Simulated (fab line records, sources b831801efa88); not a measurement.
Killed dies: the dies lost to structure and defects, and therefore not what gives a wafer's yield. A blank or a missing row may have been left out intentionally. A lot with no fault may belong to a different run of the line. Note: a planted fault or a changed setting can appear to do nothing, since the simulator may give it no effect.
Problem report in the 8D (eight disciplines) form, filled by code ; flow sky130 ; the parts of the form that need people (team, actions taken, sign-off) are left out

== 1. WHAT WENT WRONG ==
Wafers without a fault read 149.56, standard deviation 0.15; exposure-dose-mJ-cm2 at SKY_VT_ADJUST_HVTR_EXPOSE_04 reads a mean of 153.90 on 9 wafers belonging to 3 lots. Relative to the usual mean, that is a shift of +29 standard deviations.
The step: exposes mask HVTRM, target cd 380 nm.
First seen on wafer L479.3, day 11 12:43, on iline-stepper-02. The record has a number at this step for 36 wafers belonging to 12 lots. Rule for "out", or "out of limits": more than 4 standard deviations from the usual mean. The other wafers with a number count as sound.

== 2. WHAT IT IS, WHAT IT ISN'T ==
question;is;is not
which readings at this step;exposure-dose-mJ-cm2;-
which lots;L479, L480, L486;L471, L472, L473, L475, L476, L477, L483, L489, L494
which wafers of those lots;all that have a number;-
read on which tools;iline-stepper-02;iline-stepper-01
when;from day 11 12:43;"up to then (18 sound wafers); but 9 sound wafers of L483, L489, L494 came after"

== 3. WHAT RULES OUT EACH SUSPECT ==
Counting: a tool at a process step up to the reading stays a suspect if it ran every lot that is out and no sound lot after the first of them.
- iline-stepper-02 at SKY_VT_ADJUST_HVTR_EXPOSE_04 (exposes mask HVTRM, target cd 380 nm): kept. All lots that are out passed through it, beginning with L479 at day 11 12:43, and no sound lot followed; its final sound lot before that point was L477 at day 10 17:53. Its own exposure-dose-mJ-cm2 readings are out on those wafers.
Remaining after the count: iline-stepper-02 at SKY_VT_ADJUST_HVTR_EXPOSE_04.

== 4. THE CAUSE (what the simulator had put in) ==
Drift in process parameters on iline-stepper-02 at SKY_VT_ADJUST_HVTR_EXPOSE_04, starting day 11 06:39. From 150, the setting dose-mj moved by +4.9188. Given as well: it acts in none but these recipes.
Counting left only this tool.

== 5. THE EFFECT CHAIN, in route order ==
Each row: a reading where the mean over the struck wafers with a number is more than 3 standard deviations away from the usual. Scope: only readings with a usual standard deviation given in the record; hours: median across lots of the time from each lot's start at the first step in this table that gives one to its start at this step; sigmas: change in usual standard deviations.
hours;step;reading;usual;on struck wafers;change;sigmas
0;SKY_VT_ADJUST_HVTR_EXPOSE_04;exposure-dose-mJ-cm2;149.56;153.90;+4.34;+29
Here are the process steps it includes:
- SKY_VT_ADJUST_HVTR_EXPOSE_04: exposes mask HVTRM, target cd 380 nm.
Later steps that measure or inspect, where all struck wafers having a row at the step show a number for every such reading and not one has moved that far: SKY_VT_ADJUST_HVTR_CD_MEAS_07.

== 6. WHAT WOULD HAVE CAUGHT IT SOONER ==
In this record the first reading out of limits was taken at day 11 12:43, 6 hours after the fault began at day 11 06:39.
